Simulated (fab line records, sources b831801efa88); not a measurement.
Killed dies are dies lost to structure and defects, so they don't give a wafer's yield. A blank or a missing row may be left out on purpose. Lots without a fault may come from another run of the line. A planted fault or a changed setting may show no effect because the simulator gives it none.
Which tool did it? | flow gf180mcu | 13 lots, 39 wafers sampled, at 5 steps of a route of 602

WHAT THE GAUGES READ, wafer by wafer
GF_V4_CD_MEAS_14: target cd 260 nm. Usual: cd_nm 260.2 nm, standard deviation 1.3.
lot  | measured     | on        | cd_nm (nm)        | flag
L930 | day 24 08:20 | cd_sem-01 | 260.4 261.8 260.4 |
L939 | day 27 14:07 | cd_sem-01 | 259.4 259.0 262.0 |
L940 | day 28 03:21 | cd_sem-02 | 259.9 258.9 258.0 |
L941 | day 28 05:26 | cd_sem-01 | 259.5 260.0 259.8 |
L942 | day 28 15:01 | cd_sem-02 | 260.4 260.6 261.4 |
L943 | day 28 20:07 | cd_sem-01 | 261.7 260.2 261.4 |
L945 | day 29 09:46 | cd_sem-02 | 259.0 257.8 259.9 |
L947 | day 30 05:24 | cd_sem-01 | 258.1 258.5 258.5 |
L948 | day 30 15:44 | cd_sem-01 | 259.8 260.0 258.4 |
L949 | day 30 20:07 | cd_sem-01 | 259.0 260.0 258.4 |
L950 | day 30 20:28 | cd_sem-01 | 261.6 260.6 261.7 |
L951 | day 31 05:33 | cd_sem-02 | 260.3 260.9 259.7 |
L952 | day 31 08:25 | cd_sem-02 | 262.1 263.5 263.5 |

GF_V4_THK_MEAS_25: measures by xrf. Usual: V4_W_THK 348 nm, standard deviation 5.8.
lot  | measured     | on            | V4_W_THK (nm) | flag
L930 | day 24 09:49 | film_metro-01 | 354 354 349   |
L939 | day 27 15:40 | film_metro-01 | 351 352 350   |
L940 | day 28 04:31 | film_metro-01 | 348 355 345   |
L941 | day 28 06:37 | film_metro-01 | 350 347 349   |
L942 | day 28 16:36 | film_metro-04 | 344 344 343   |
L943 | day 28 21:17 | film_metro-03 | 340 344 344   |
L945 | day 29 11:26 | film_metro-03 | 337 339 338   |
L947 | day 30 06:32 | film_metro-01 | 357 356 360   |
L948 | day 30 16:52 | film_metro-01 | 359 359 366   |
L949 | day 30 21:14 | film_metro-01 | 350 358 353   |
L950 | day 31 02:04 | film_metro-03 | 345 346 339   |
L951 | day 31 06:41 | film_metro-04 | 344 344 335   |
L952 | day 31 09:34 | film_metro-03 | 337 341 339   |

GF_M5_OVL_MEAS_08. Usual: M5_OVL 0 nm, standard deviation 5.4.
lot  | measured     | on         | M5_OVL (nm) | flag
L930 | day 26 05:36 | overlay-01 | -1 4 -9     |
L939 | day 29 07:57 | overlay-02 | -4 1 -2     |
L940 | day 29 20:04 | overlay-01 | 0 2 6       |
L941 | day 29 22:23 | overlay-02 | -5 -7 -12   |
L942 | day 30 07:00 | overlay-01 | 4 2 0       |
L943 | day 30 12:09 | overlay-02 | 0 6 2       |
L945 | day 31 00:43 | overlay-02 | -3 -2 2     |
L947 | day 31 18:37 | overlay-01 | 2 5 2       |
L948 | day 32 05:06 | overlay-01 | -8 -4 1     |
L949 | day 32 09:21 | overlay-02 | 10 12 -2    |
L950 | day 32 13:34 | overlay-02 | 3 2 -4      |
L951 | day 32 18:10 | overlay-01 | 3 -6 0      |
L952 | day 32 19:29 | overlay-01 | 0 -2 -5     |

GF_PASSIVATION_THK_MEAS_01. Usual: PASSIVATION_CVD_00_THK 1003 nm, standard deviation 14.
lot  | measured     | on            | PASSIVATION_CVD_00_THK (nm) | flag
L930 | day 28 02:46 | film_metro-03 | 967 1001 981                |
L939 | day 31 01:06 | film_metro-04 | 1009 1034 1069              |
L940 | day 31 12:33 | film_metro-04 | 1006 1004 1036              |
L941 | day 31 14:53 | film_metro-03 | 1048 1014 1068              |
L942 | day 31 22:19 | film_metro-04 | 1007 1002 1019              |
L943 | day 32 03:32 | film_metro-03 | 996 996 1004                |
L945 | day 32 15:05 | film_metro-03 | 1012 989 1006               |
L947 | day 33 08:51 | film_metro-01 | 988 1005 1009               |
L948 | day 33 17:10 | film_metro-01 | 998 1007 1009               |
L949 | day 33 20:56 | film_metro-01 | 975 1001 1001               |
L950 | day 34 02:08 | film_metro-04 | 981 1014 989                |
L951 | day 34 05:18 | film_metro-03 | 1010 1021 1003              |
L952 | day 34 07:13 | film_metro-03 | 987 980 1006                |

WHICH TOOL RAN EACH LOT (tool, then ch and the chambers of the sampled wafers, then the start)
lot  | GF_PASSIVATION_CVD_00
L930 | pecvd-03 ch 1,2, day 28 02:41
L939 | pecvd-02 ch 0,1,2, day 31 01:00
L940 | pecvd-03 ch 0,1, day 31 12:27
L941 | pecvd-02 ch 0,1, day 31 14:48
L942 | pecvd-01 ch 1,2, day 31 22:14
L943 | pecvd-03 ch 0,1,2, day 32 03:27
L945 | pecvd-01 ch 0,1,2, day 32 15:01
L947 | pecvd-03 ch 0,1,2, day 33 08:45
L948 | pecvd-01 ch 0,1,2, day 33 17:05
L949 | pecvd-03 ch 0,1,2, day 33 20:50
L950 | pecvd-03 ch 0,1,2, day 34 02:02
L951 | pecvd-03 ch 0,1, day 34 05:13
L952 | pecvd-03 ch 1,2, day 34 07:08
- GF_PASSIVATION_CVD_00: deposits SiO2 from TEOS, target thk 1000 nm, time 111.95 s.

WHAT THE TOOLS THEMSELVES READ (means of the sampled wafers that have a number; where no wafer has one, the mark that the record gives instead)
GF_PASSIVATION_CVD_00. Usual: heater_power_w 705 W, standard deviation 86; run_length_s 140.0 s, standard deviation 0.52.
lot  | tool     | heater_power_w (W) | run_length_s (s) | flag
L930 | pecvd-03 | 714                | 139.5            |
L939 | pecvd-02 | 784                | 142.2            | OFF
L940 | pecvd-03 | 670                | 139.6            |
L941 | pecvd-02 | 812                | 144.1            | OFF
L942 | pecvd-01 | 690                | 140.5            |
L943 | pecvd-03 | 631                | 139.6            |
L945 | pecvd-01 | 650                | 140.4            |
L947 | pecvd-03 | 610                | 139.7            |
L948 | pecvd-01 | 690                | 140.5            |
L949 | pecvd-03 | 664                | 139.5            |
L950 | pecvd-03 | 631                | 139.6            |
L951 | pecvd-03 | 672                | 139.6            |
L952 | pecvd-03 | 657                | 139.8            |

THE ANSWER, worked out from the rows above alone
Rule: a lot is off if the mean of its wafers that have a number lies more than 3 standard deviations from the usual mean. A lot without any number at a reading at which 4 lots or more have one is off too. The other lots that the step has rows for count as sound. The gauges are gone through in route order, then the tools' own readings, and for those a lot's mean is taken as printed above. The first step at which some lot is off is used, and at that step the reading that is off furthest; a lot without a number counts as furthest.
Off: L939, L941, at GF_PASSIVATION_CVD_00 (run_length_s).
A tool fits if, at that step or a process step before it, it ran every lot that is off, and no sound lot after the first of them. One fits: pecvd-02 at GF_PASSIVATION_CVD_00. It ran no sound lot before its first lot that is off in this sample, so the start can't be narrowed down.
The tool's own readings at GF_PASSIVATION_CVD_00 bear it out: on the lots that are off they differ by more than 5 times the standard deviation of the sound lots' means. run_length_s reads 143.1 s there against 139.8 s on the sound lots.

WHAT THE SIMULATOR HAD PUT IN
Process parameter drift: pecvd-02, from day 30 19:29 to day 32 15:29, at GF_PASSIVATION_CVD_00. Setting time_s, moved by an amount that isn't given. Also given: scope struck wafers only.
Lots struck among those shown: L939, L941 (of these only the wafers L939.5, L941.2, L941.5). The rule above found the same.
